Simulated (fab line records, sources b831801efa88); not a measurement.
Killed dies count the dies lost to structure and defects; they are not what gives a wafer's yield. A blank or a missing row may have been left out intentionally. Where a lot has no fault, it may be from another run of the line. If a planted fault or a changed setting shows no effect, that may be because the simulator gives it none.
Which tool is to blame? | flow sky130 | 42 wafers from 14 lots sampled at 3 of the route's 708 steps

WHAT EACH GAUGE READ, for each wafer
SKY_FIELD_ISO_CD_MEAS_13: target cd 150 nm. Usual: cd nm reads 149.9 nm (standard deviation 1.4).
lot  | measured    | on        | cd nm (nm)        | flag
L418 | day 2 03:58 | cd sem-02 | 149.4 148.7 149.4 |
L420 | day 2 05:38 | cd sem-02 | 149.8 150.9 150.6 |
L421 | day 2 08:43 | cd sem-01 | 149.7 149.4 151.0 |
L422 | day 2 11:48 | cd sem-02 | 149.9 149.9 150.5 |
L423 | day 3 06:43 | cd sem-01 | 148.7 148.6 149.7 |
L426 | day 3 23:46 | cd sem-01 | 152.3 150.5 152.2 |
L428 | day 4 08:19 | cd sem-02 | 151.0 151.2 150.7 |
L431 | day 5 02:31 | cd sem-01 | 151.0 148.4 149.6 |
L432 | day 5 06:40 | cd sem-02 | 152.5 152.1 152.6 |
L435 | day 5 22:52 | cd sem-02 | 147.5 148.2 147.1 |
L436 | day 6 03:49 | cd sem-01 | 150.1 150.5 149.8 |
L438 | day 6 13:04 | cd sem-01 | 149.2 149.2 149.3 |
L439 | day 6 18:32 | cd sem-02 | 149.6 148.5 148.3 |
L440 | day 7 01:10 | cd sem-01 | 149.7 151.2 150.5 |

SKY_FIELD_ISO_THK_MEAS_23. Usual: FIELD_ISO_OXIDATION_01_THK typically reads 10.06 nm, with standard deviation 0.21.
lot  | measured    | on            | FIELD_ISO_OXIDATION_01_THK (nm) | flag
L418 | day 2 05:48 | film metro-03 | 10.42 10.33 10.49               |
L420 | day 2 09:07 | film metro-01 | 9.81 10.09 10.17                |
L421 | day 2 12:33 | film metro-03 | 10.13 9.83 9.95                 |
L422 | day 2 15:26 | film metro-01 | 9.99 10.02 10.04                |
L423 | day 3 10:32 | film metro-01 | 9.73 9.93 9.93                  |
L426 | day 4 02:13 | film metro-04 | 10.02 9.86 10.07                |
L428 | day 4 11:43 | film metro-04 | 10.33 10.11 9.94                |
L431 | day 5 04:40 | film metro-01 | 10.26 10.29 10.14               |
L432 | day 5 08:31 | film metro-03 | 10.30 10.46 10.27               |
L435 | day 6 02:49 | film metro-03 | 10.10 10.19 10.08               |
L436 | day 6 08:41 | film metro-04 | 10.00 9.92 9.88                 |
L438 | day 6 16:28 | film metro-03 | 10.36 10.27 10.33               |
L439 | day 7 02:28 | film metro-01 | 9.63 9.51 9.67                  |
L440 | day 7 08:04 | film metro-03 | 9.88 9.91 9.84                  |

SKY_NWELL_THK_MEAS_02. Usual: NWELL_OXIDATION_THK typically reads 10.02 nm, with standard deviation 0.18.
lot  | measured    | on            | NWELL_OXIDATION_THK (nm) | flag
L418 | day 2 11:23 | film metro-02 | 10.18 10.07 10.03        |
L420 | day 2 15:07 | film metro-02 | 10.25 10.09 10.18        |
L421 | day 2 23:27 | film metro-02 | 10.11 10.06 9.83         |
L422 | day 3 00:51 | film metro-01 | 9.84 9.97 10.06          |
L423 | day 3 15:02 | film metro-01 | 9.88 9.86 9.74           |
L426 | day 4 06:14 | film metro-01 | 10.37 10.32 10.30        |
L428 | day 4 18:04 | film metro-01 | 9.99 10.10 9.91          |
L431 | day 5 09:08 | film metro-02 | 10.14 10.08 10.04        |
L432 | day 5 12:31 | film metro-03 | 9.76 10.00 9.87          |
L435 | day 6 12:40 | film metro-02 | 10.25 10.34 10.12        |
L436 | day 6 15:19 | film metro-01 | 10.19 10.10 10.23        |
L438 | day 7 06:53 | film metro-02 | 9.73 9.67 10.00          |
L439 | day 7 17:56 | film metro-01 | 10.28 10.22 10.26        |
L440 | day 7 17:55 | film metro-03 | 9.99 9.99 10.17          |

TOOL THAT RAN EACH LOT (tool first, then ch and the chambers of the sampled wafers, then the start)
No process step before these readings appears in the record.

AS READ BY THE TOOLS THEMSELVES (means over the sampled wafers that have a number; for cases with no such wafer, the mark the record gives instead)
The record holds no such reading with a usual standard deviation.

THE ANSWER, worked out from the rows above alone
Rule: lot off if the mean of its wafers having a number is beyond 3 standard deviations from the usual mean. A lot without any number at a reading at which 4 lots or more have one is off too. Any other lot the step has rows for is counted as sound. Order of review: gauges by route order, followed by the tools' own readings, for which a lot's mean as printed above is used. At the first step where some lot is off, the reading lying furthest off is the one used; lots without a number count as furthest.
None of the lots is off at any reading shown; this tells nothing.

WHAT HAD BEEN PUT IN BY THE SIMULATOR
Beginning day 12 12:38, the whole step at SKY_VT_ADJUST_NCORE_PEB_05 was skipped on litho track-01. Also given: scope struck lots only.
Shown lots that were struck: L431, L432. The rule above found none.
